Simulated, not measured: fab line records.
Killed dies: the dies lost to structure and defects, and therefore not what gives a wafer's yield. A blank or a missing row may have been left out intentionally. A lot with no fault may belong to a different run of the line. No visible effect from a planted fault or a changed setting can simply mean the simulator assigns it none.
A struck lot beside a sound one :: flow sky130 :: 16 steps out of a route of 708
Sound: wafers L709.1, L709.2, L709.5. Struck: wafer L719.6 (L719.1, L719.4, from the same lot, were not struck and are left out); the cause is given at the end.
Each step with rows lists, per side, the tool, then ch with its chambers, then its first start. Under that, the readings that differ: sound wafers :: struck wafers :: difference of the means :: sigmas: that difference in standard deviations of wafers without a fault.
alike: readings with means less than 2 such deviations apart, plus words and numbers identical on both sides. not compared: withheld readings, readings lacking a value on some wafer, bounds such as >300 that could conceal the same value, and numbers that have no deviation in the record and whose values overlap.
Wherever a step has rows on one side only, a row that says differs or no value, or a row with sigmas, the two part there. Numbers that don't overlap but have no deviation are shown without sigmas and don't part them. A reading that every wafer of one side lacks parts them only if that side has two wafers or more.

first, 8 steps without rows for these wafers: SKY_METAL1_DEHYDRATE_07 (time 60 s); SKY_METAL1_HMDS_08 (prime time 60 s); SKY_METAL1_COAT_09 (resist thk 60 nm); SKY_METAL1_COAT_10 (resist thk 450 nm); SKY_METAL1_SOFTBAKE_11 (time 90 s); SKY_METAL1_EXPOSE_12 (exposes mask MM1, target cd 140 nm); SKY_METAL1_PEB_13; SKY_METAL1_DEVELOP_14 (develop time 60 s).
SKY_METAL1_CD_MEAS_15: the cd target is 140 nm.
  sound on cd sem-01, day 34 08:10; struck on cd sem-01, day 37 13:02
  alike: cd nm
SKY_METAL1_OVL_MEAS_16:
  sound on overlay-01, day 34 08:17; struck on overlay-01, day 37 13:09
reading: METAL1_OVL (nm)
sound: -1 -4 -1
struck: 12
difference: +14
sigmas: +2
SKY_METAL1_DESCUM_17: chemistry O2, time 8 s.
  sound on rie metal-04 ch 0,1, day 34 08:20; struck on rie metal-01 ch 0, day 37 13:11
  alike: drypump motor current A, oes product au, rf fwd power W
  not compared: rf hours counter h
SKY_METAL1_ETCH_18: etches BARC in N2/H2, stops on SiO2, time 45.9 s, target depth 60 nm.
  sound on rie metal-04 ch 0,1, day 34 08:22; struck on rie metal-01 ch 0, day 37 13:13
  alike: drypump motor current A, oes product au, rf fwd power W, throttle valve pct
  not compared: rf hours counter h
SKY_METAL1_METAL_ETCH_19: etches the open film in Cl2/BCl3, stops on SiO2, target depth 360 nm, time 78 s.
  sound on rie metal-04 ch 0,1, day 34 08:25; struck on rie metal-01 ch 0, day 37 13:17
reading: rf fwd power W (W)
sound: 891 884 884
struck: 898
difference: +12
sigmas: +4

reading: model.KrF-thick_of_METAL1_COAT_10.thk nm (nm)
sound: 157.7 155.7 156.8
struck: 61.96
difference: -94.77
sigmas: 

reading: model.METAL1.cd nm (nm)
sound: 138.5 142.7 141.9
struck: 128.9
difference: -12.1
sigmas: 

reading: model.SiO2_of_CONTACT_HDPCVD_02.thk nm (nm)
sound: 326.4 325.9 326.7
struck: 323.2
difference: -3.1
sigmas: 
  alike: bcl3 flow sccm, drypump motor current A, oes product au, throttle valve pct
  not compared: rf hours counter h
SKY_METAL1_STRIP_20: strips in O2/N2.
  sound on plasma asher-04 ch 0,1, day 34 08:31; struck on plasma asher-01 ch 0, day 37 13:23
reading: drypump motor current A (A)
sound: 6.5 6.3 6.3
struck: 5.0
difference: -1.4
sigmas: -2

reading: oes product au (a.u.)
sound: 0.342 0.348 0.339
struck: 0.303
difference: -0.040
sigmas: -8

reading: strip time to endpoint s (s)
sound: 2.69 2.64 2.68
struck: 1.62
difference: -1.05
sigmas: -35
  alike: o2 flow sccm
  not compared: rf hours counter h
then, 1 step without rows for these wafers: SKY_METAL1_STRIP_21 (strips in post etch residue remover, time 1200 s).
-- the record jumps here: 12 days lie between the struck wafers' starts before and after (it left off in module METAL1 and takes up again in module PAD_OPEN, whose first step shown is number 708 of the route) --
SKY_PAD_OPEN_PROBE_99:
  sound on prober-02, day 47 00:12; struck on prober-02, day 49 10:09
reading: sort_bin_3_pad_short (%)
sound: 0.4 1.8 1.6
struck: 0
difference: -1
sigmas: -3

reading: model.etest.met1.width nm (nm)
sound: 136.5 141.6 140.2
struck: 128.6
difference: -10.8
sigmas: 

reading: model.etest.met1.line ohm um
sound: 0.9473 0.9035 0.8971
struck: 0.9972
difference: +0.0812
sigmas: 
  alike: defect limited yield, killed_at_M0_to_M3, killed_at_M4_up, killed at contacts, killed at front end, killed at other, killed dies, killed open, killed short, sort_bin_5_function, sort_bin_6_memory, sort n pass, sort yield pct

== WHERE THEY PART ==
First at SKY_METAL1_OVL_MEAS_16; last, within this record, at SKY_PAD_OPEN_PROBE_99.

WHY: whatever the simulator had introduced
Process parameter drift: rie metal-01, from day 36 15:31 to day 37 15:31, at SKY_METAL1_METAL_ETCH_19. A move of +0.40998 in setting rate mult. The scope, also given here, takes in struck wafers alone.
